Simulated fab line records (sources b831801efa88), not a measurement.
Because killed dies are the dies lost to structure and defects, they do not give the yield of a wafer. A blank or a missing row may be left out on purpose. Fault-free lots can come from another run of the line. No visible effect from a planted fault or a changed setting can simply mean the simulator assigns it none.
8D (eight disciplines) problem report, filled in by code :: flow gf180mcu :: the parts of the form that need people (team, actions taken, sign-off) are left out

== 1. WHAT IS WRONG ==
Across 6 wafers from 2 lots, LVPWELL_OVL at GF_LVPWELL_OVL_MEAS_07 averages 228.2 nm, while fault-free wafers read 0.1 nm with a standard deviation of 1.4. That is +99 or more standard deviations from the usual mean.
Seen first at day 5 08:11 on overlay-01, wafer L477.3. At this step, 33 wafers from 11 lots have a number in the record. The rule behind "out" and "out of limits": a value lying over 4 standard deviations away from the usual mean. The rest of the wafers with a number are treated as sound.

== 2. WHAT IT IS AND WHAT IT IS NOT ==
question: which readings at this step
is: LVPWELL_OVL
is not: -

question: which lots
is: L477, L482
is not: L471, L472, L473, L474, L475, L488, L489, L490, L493

question: which wafers of those lots
is: all that have a number
is not: -

question: read on which gauges
is: overlay-01
is not: overlay-02

question: when
is: from day 5 08:11
is not: up to then (15 sound wafers); but 12 sound wafers of L488, L489, L490, L493 came after

== 3. WHAT RULES OUT EACH SUSPECT ==
Counting: a tool stays on the suspect list if, at a process step up to the reading, it processed all lots that are out and no sound lot following the first of them.
- the gauge at GF_LVPWELL_OVL_MEAS_07: kept. All the wafers that are out were read on overlay-01, and no step on other tools shows them out.
- iline_stepper-01 at GF_LVPWELL_EXPOSE_04 (exposes mask LVPWELL, target cd 600 nm): kept. All lots that are out passed through it, beginning with L477 at day 5 01:23, and no sound lot followed; its final sound lot before that point was L475 at day 4 12:01.
Remaining after the count are iline_stepper-01 at GF_LVPWELL_EXPOSE_04 and overlay-01 at GF_LVPWELL_OVL_MEAS_07.

== 4. THE CAUSE (what the simulator had put in) ==
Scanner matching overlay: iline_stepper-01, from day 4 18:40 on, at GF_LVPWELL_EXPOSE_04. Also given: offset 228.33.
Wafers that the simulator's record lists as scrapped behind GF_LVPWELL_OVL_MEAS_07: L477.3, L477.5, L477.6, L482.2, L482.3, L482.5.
After counting, 2 suspects remain, this tool included.

== 5. THE CHAIN OF EFFECTS, in route order ==
Rows list readings where the struck wafers' mean (over those with a number) sits beyond 3 standard deviations from the usual. Scope: only readings with a usual standard deviation given in the record; hours: median across lots of the time from each lot's start at the first step in this table that gives one to its start at this step; sigmas: change in usual standard deviations.
hours: 0
step: GF_LVPWELL_OVL_MEAS_07
reading: LVPWELL_OVL
usual: 0.1 nm
on struck wafers: 228.2
change: +228.1
sigmas: +99 or more

== 6. HOW IT WOULD HAVE BEEN CAUGHT EARLIER ==
Counted from the fault's start at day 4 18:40, it took 14 hours until the first out-of-limits reading at a measuring or inspecting step in this record, taken at day 5 08:11.
L482, from the lots that are out (2), started GF_LVPWELL_EXPOSE_04 on iline_stepper-01 later than day 5 08:11. A tool hold placed at that time would have kept it from harm.
